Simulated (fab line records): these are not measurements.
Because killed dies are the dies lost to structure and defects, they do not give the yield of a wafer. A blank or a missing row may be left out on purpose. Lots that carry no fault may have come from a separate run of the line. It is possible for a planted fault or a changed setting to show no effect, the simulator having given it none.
The tool behind it: which one?	flow sky130	Sampling: 24 lots, 72 wafers, 6 of 708 route steps

== WHAT THE GAUGES READ, wafer by wafer ==
SKY_VIA3_CD_MEAS_12: the cd target is 200 nm.
lot	measured	on	cdNm (nm)
L074	day 40 07:28	cdSem-01	200.6 199.8 198.1
L075	day 40 08:05	cdSem-01	200.7 200.3 200.5
L076	day 41 05:35	cdSem-02	204.4 203.4 203.2
L077	day 41 07:25	cdSem-02	202.7 204.9 201.6
L078	day 41 11:05	cdSem-02	198.3 198.2 199.4
L079	day 41 15:36	cdSem-02	201.1 201.4 202.0
L082	day 41 23:20	cdSem-02	202.4 199.6 202.1
L080	day 42 00:40	cdSem-02	198.7 199.7 201.1
L081	day 42 03:04	cdSem-02	198.8 200.6 198.6
L083	day 42 05:13	cdSem-02	198.2 199.2 198.3
L084	day 42 15:49	cdSem-02	199.0 200.0 199.3
L086	day 43 00:09	cdSem-02	199.5 200.4 201.7
L085	day 43 04:01	cdSem-02	202.3 202.1 201.4
L087	day 43 06:14	cdSem-02	201.0 202.3 201.8
L088	day 43 16:20	cdSem-02	200.4 199.6 200.1
L089	day 44 16:20	cdSem-02	200.1 200.1 198.9
L091	day 44 17:07	cdSem-02	196.8 196.9 196.0
L090	day 44 17:19	cdSem-02	198.7 199.6 200.1
L092	day 44 17:32	cdSem-02	200.9 201.1 201.1
L093	day 45 01:26	cdSem-02	202.9 202.2 203.2
L094	day 45 10:30	cdSem-02	197.8 198.1 198.8
L095	day 45 17:41	cdSem-02	202.4 202.1 202.6
L096	day 45 20:39	cdSem-02	199.8 199.9 200.6
L097	day 45 23:23	cdSem-02	202.1 202.0 202.9

SKY_PAD_OPEN_BOW_MEAS_13.
lot	measured	on	PAD_OPEN_BOW (um)
L074	day 46 07:57	filmMetro-04	51 38 44
L075	day 46 08:47	filmMetro-01	40 51 40
L076	day 47 00:55	filmMetro-03	54 54 57
L077	day 47 03:11	filmMetro-01	48 54 50
L078	day 47 08:36	filmMetro-01	37 32 30
L079	day 47 10:06	filmMetro-01	37 42 39
L082	day 47 18:18	filmMetro-04	46 35 34
L080	day 47 19:46	filmMetro-03	57 41 58
L081	day 47 21:13	filmMetro-04	45 40 45
L083	day 47 21:52	filmMetro-04	47 50 45
L084	day 48 06:55	filmMetro-01	57 50 48
L086	day 48 14:38	filmMetro-03	46 47 35
L085	day 48 16:13	filmMetro-01	32 47 41
L087	day 48 19:28	filmMetro-04	45 49 56
L088	day 49 02:55	filmMetro-03	38 47 44
L089	day 49 23:01	filmMetro-01	40 37 43
L091	day 49 23:46	filmMetro-04	42 45 60
L090	day 50 01:13	filmMetro-04	27 40 36
L092	day 50 00:32	filmMetro-03	36 48 52
L093	day 50 06:33	filmMetro-01	24 30 37
L094	day 50 14:17	filmMetro-03	44 37 44
L095	day 50 17:06	filmMetro-04	31 44 34
L096	day 50 21:11	filmMetro-03	47 61 47
L097	day 50 22:33	filmMetro-01	50 50 64

== EACH LOT AND THE TOOL THAT RAN IT (in order: tool; ch and the chambers of the sampled wafers; start) ==
lot	SKY_VIA1_SPUTTER_20	SKY_METAL2_ETCH_18	SKY_METAL3_SPUTTER_03	SKY_CAPM_CVD_00
L074	pvdSputter-02, day 34 18:28	rieMetal-02 ch 0,1, day 35 22:22	pvdSputter-03, day 37 01:59	pecvd-04 ch 0,2, day 37 02:02
L075	pvdSputter-04, day 34 19:07	rieMetal-04 ch 0,1, day 35 22:37	pvdSputter-02, day 37 02:17	pecvd-02 ch 0,1,2, day 37 02:20
L076	pvdSputter-01, day 35 18:34	rieMetal-01 ch 0,1, day 36 20:54	pvdSputter-02, day 38 02:53	pecvd-03 ch 0,2, day 38 02:58
L077	pvdSputter-01, day 35 19:40	rieMetal-04 ch 0,1, day 36 21:52	pvdSputter-03, day 38 03:35	pecvd-04 ch 0,1,2, day 38 03:40
L078	pvdSputter-02, day 36 01:20	rieMetal-04 ch 0,1, day 37 04:04	pvdSputter-02, day 38 08:42	pecvd-04 ch 0,1,2, day 38 08:46
L079	pvdSputter-04, day 36 05:58	rieMetal-01 ch 0, day 37 08:51	pvdSputter-02, day 38 12:52	pecvd-03 ch 1,2, day 38 12:56
L082	pvdSputter-04, day 36 13:49	rieMetal-04 ch 0,1, day 37 16:33	pvdSputter-01, day 38 21:05	pecvd-02 ch 0,2, day 38 21:09
L080	pvdSputter-02, day 36 14:46	rieMetal-01 ch 0,1, day 37 17:44	pvdSputter-01, day 38 22:13	pecvd-03 ch 0,2, day 38 22:17
L081	pvdSputter-02, day 36 16:43	rieMetal-01 ch 0,1, day 37 20:49	pvdSputter-01, day 39 02:05	pecvd-03 ch 0,1, day 39 02:09
L083	pvdSputter-04, day 36 19:25	rieMetal-01 ch 0,1, day 37 22:20	pvdSputter-03, day 39 03:16	pecvd-04 ch 0,1,2, day 39 03:20
L084	pvdSputter-02, day 37 08:02	rieMetal-01 ch 0,1, day 38 10:45	pvdSputter-03, day 39 14:20	pecvd-03 ch 0,2, day 39 14:23
L086	pvdSputter-02, day 37 18:04	rieMetal-01 ch 0, day 38 20:25	pvdSputter-01, day 39 23:38	pecvd-02 ch 0,2, day 39 23:43
L085	pvdSputter-02, day 37 21:56	rieMetal-02 ch 1, day 39 00:58	pvdSputter-01, day 40 02:56	pecvd-04 ch 1,2, day 40 02:59
L087	pvdSputter-01, day 38 00:31	rieMetal-01 ch 0,1, day 39 02:40	pvdSputter-02, day 40 05:48	pecvd-02 ch 0,1, day 40 05:52
L088	pvdSputter-01, day 38 11:29	rieMetal-02 ch 0,1, day 39 12:53	pvdSputter-03, day 40 15:30	pecvd-04 ch 0,2, day 40 15:34
L089	pvdSputter-04, day 39 13:52	rieMetal-04 ch 0,1, day 40 14:45	pvdSputter-01, day 41 17:41	pecvd-04 ch 0,2, day 41 17:45
L091	pvdSputter-02, day 39 15:11	rieMetal-01 ch 0, day 40 15:47	pvdSputter-01, day 41 18:17	pecvd-03 ch 0,1, day 41 18:21
L090	pvdSputter-01, day 39 15:46	rieMetal-02 ch 0,1, day 40 16:43	pvdSputter-02, day 41 18:44	pecvd-02 ch 0,1, day 41 18:48
L092	pvdSputter-01, day 39 17:23	rieMetal-04 ch 0,1, day 40 17:45	pvdSputter-02, day 41 19:20	pecvd-04 ch 0,1,2, day 41 19:24
L093	pvdSputter-02, day 39 23:31	rieMetal-04 ch 0,1, day 41 00:09	pvdSputter-03, day 42 03:29	pecvd-03 ch 0,1,2, day 42 03:34
L094	pvdSputter-02, day 40 10:10	rieMetal-01 ch 0,1, day 41 10:56	pvdSputter-02, day 42 13:46	pecvd-03 ch 0,1,2, day 42 13:50
L095	pvdSputter-02, day 40 15:46	rieMetal-01 ch 0,1, day 41 18:42	pvdSputter-01, day 42 22:22	pecvd-04 ch 1,2, day 42 22:25
L096	pvdSputter-02, day 40 20:48	rieMetal-02 ch 0,1, day 41 22:21	pvdSputter-02, day 43 00:20	pecvd-04 ch 0,1, day 43 00:23
L097	pvdSputter-04, day 40 22:52	rieMetal-04 ch 0, day 42 00:13	pvdSputter-02, day 43 02:11	pecvd-03 ch 1,2, day 43 02:15
- SKY_VIA1_SPUTTER_20: material TiN, target thk 20 nm, time 80 s.
- SKY_METAL2_ETCH_18: etches BARC in N2/H2, stops on SiO2, time 45.9 s, target depth 60 nm.
- SKY_METAL3_SPUTTER_03: material Ti, target thk 5 nm, time 3.3 s.
- SKY_CAPM_CVD_00: deposits SiO2, target thk 15.5 nm.

== AS READ BY THE TOOLS THEMSELVES (means over the sampled wafers that have a number; for cases with no such wafer, the mark the record gives instead) ==
SKY_VIA1_SPUTTER_20.
lot	tool	chamberPressurePa (Pa)	throttleValvePct (%)
L074	pvdSputter-02	5.009	29.0
L075	pvdSputter-04	5.001	30.0
L076	pvdSputter-01	5.002	29.7
L077	pvdSputter-01	5.004	30.4
L078	pvdSputter-02	5.004	30.0
L079	pvdSputter-04	4.988	30.1
L082	pvdSputter-04	4.996	30.3
L080	pvdSputter-02	4.999	29.8
L081	pvdSputter-02	5.012	29.9
L083	pvdSputter-04	5.011	31.0
L084	pvdSputter-02	5.005	29.7
L086	pvdSputter-02	5.001	30.3
L085	pvdSputter-02	4.997	29.1
L087	pvdSputter-01	4.995	29.6
L088	pvdSputter-01	4.984	30.1
L089	pvdSputter-04	4.998	30.4
L091	pvdSputter-02	4.995	29.8
L090	pvdSputter-01	4.990	30.4
L092	pvdSputter-01	5.006	30.3
L093	pvdSputter-02	5.002	29.6
L094	pvdSputter-02	5.001	29.7
L095	pvdSputter-02	5.004	31.0
L096	pvdSputter-02	4.999	29.0
L097	pvdSputter-04	5.009	30.3

SKY_METAL2_ETCH_18.
lot	tool	drypumpMotorCurrentA (A)	oesProductAu (a.u.)	throttleValvePct (%)
L074	rieMetal-02	5.2	0.858	13.222
L075	rieMetal-04	5.6	0.852	13.232
L076	rieMetal-01	5.0	0.855	13.219
L077	rieMetal-04	5.6	0.855	13.226
L078	rieMetal-04	5.6	0.860	13.233
L079	rieMetal-01	4.9	0.861	13.223
L082	rieMetal-04	5.6	0.856	13.227
L080	rieMetal-01	5.0	0.861	13.222
L081	rieMetal-01	5.0	0.856	13.223
L083	rieMetal-01	4.9	0.856	13.225
L084	rieMetal-01	5.0	0.858	13.210
L086	rieMetal-01	4.9	0.853	13.221
L085	rieMetal-02	6.0	0.849	13.221
L087	rieMetal-01	5.0	0.853	13.224
L088	rieMetal-02	5.5	0.858	13.226
L089	rieMetal-04	5.6	0.859	13.225
L091	rieMetal-01	4.9	0.858	13.232
L090	rieMetal-02	5.2	0.852	13.232
L092	rieMetal-04	5.6	0.855	13.221
L093	rieMetal-04	5.5	0.857	13.220
L094	rieMetal-01	5.0	0.855	13.222
L095	rieMetal-01	5.0	0.856	13.228
L096	rieMetal-02	5.2	0.853	13.225
L097	rieMetal-04	5.7	0.854	13.226

SKY_METAL3_SPUTTER_03.
lot	tool	chamberPressurePa (Pa)	throttleValvePct (%)
L074	pvdSputter-03	0.3992	31.0
L075	pvdSputter-02	0.3994	30.2
L076	pvdSputter-02	0.4000	30.2
L077	pvdSputter-03	0.3998	30.8
L078	pvdSputter-02	0.3992	29.0
L079	pvdSputter-02	0.4002	28.4
L082	pvdSputter-01	0.4001	29.6
L080	pvdSputter-01	0.4003	28.8
L081	pvdSputter-01	0.4004	29.5
L083	pvdSputter-03	0.3997	30.7
L084	pvdSputter-03	0.3997	30.6
L086	pvdSputter-01	0.3991	29.6
L085	pvdSputter-01	0.4000	28.9
L087	pvdSputter-02	0.4003	30.0
L088	pvdSputter-03	0.3995	30.7
L089	pvdSputter-01	0.4005	30.3
L091	pvdSputter-01	0.3999	30.5
L090	pvdSputter-02	0.4002	29.3
L092	pvdSputter-02	0.4009	28.9
L093	pvdSputter-03	0.4001	31.0
L094	pvdSputter-02	0.4002	29.5
L095	pvdSputter-01	0.4005	29.7
L096	pvdSputter-02	0.4002	30.9
L097	pvdSputter-02	0.3994	30.1

SKY_CAPM_CVD_00.
lot	tool	heaterPowerW (W)
L074	pecvd-04	588
L075	pecvd-02	747
L076	pecvd-03	779
L077	pecvd-04	704
L078	pecvd-04	645
L079	pecvd-03	708
L082	pecvd-02	702
L080	pecvd-03	812
L081	pecvd-03	637
L083	pecvd-04	655
L084	pecvd-03	769
L086	pecvd-02	696
L085	pecvd-04	667
L087	pecvd-02	705
L088	pecvd-04	561
L089	pecvd-04	596
L091	pecvd-03	667
L090	pecvd-02	702
L092	pecvd-04	628
L093	pecvd-03	726
L094	pecvd-03	749
L095	pecvd-04	648
L096	pecvd-04	651
L097	pecvd-03	684

== THE ANSWER, worked out from the rows above alone ==
Rule: the usual values come from the lots themselves. Put in order of their means at a reading, lots are off if they are a third of the lots or fewer, leave a main group of 4 or more, and stand apart from it by a gap of 3 or more times the standard deviation of the main group's means; of several such gaps the widest counts. A main group is skipped when, at the precision printed for the reading in the tables above, its means are all equal. Also off: a lot with no number at a reading for which 4 or more lots have one. All remaining lots with rows at the step are treated as sound. After the gauges, taken in route order, come the tools' own readings; for these a lot's mean is taken, as printed above. At the first step where some lot is off, the reading lying furthest off is the one used; lots without a number count as furthest.
No lot is off on any of the readings shown, so nothing can be concluded from this.

== WHAT WAS PUT IN BY THE SIMULATOR ==
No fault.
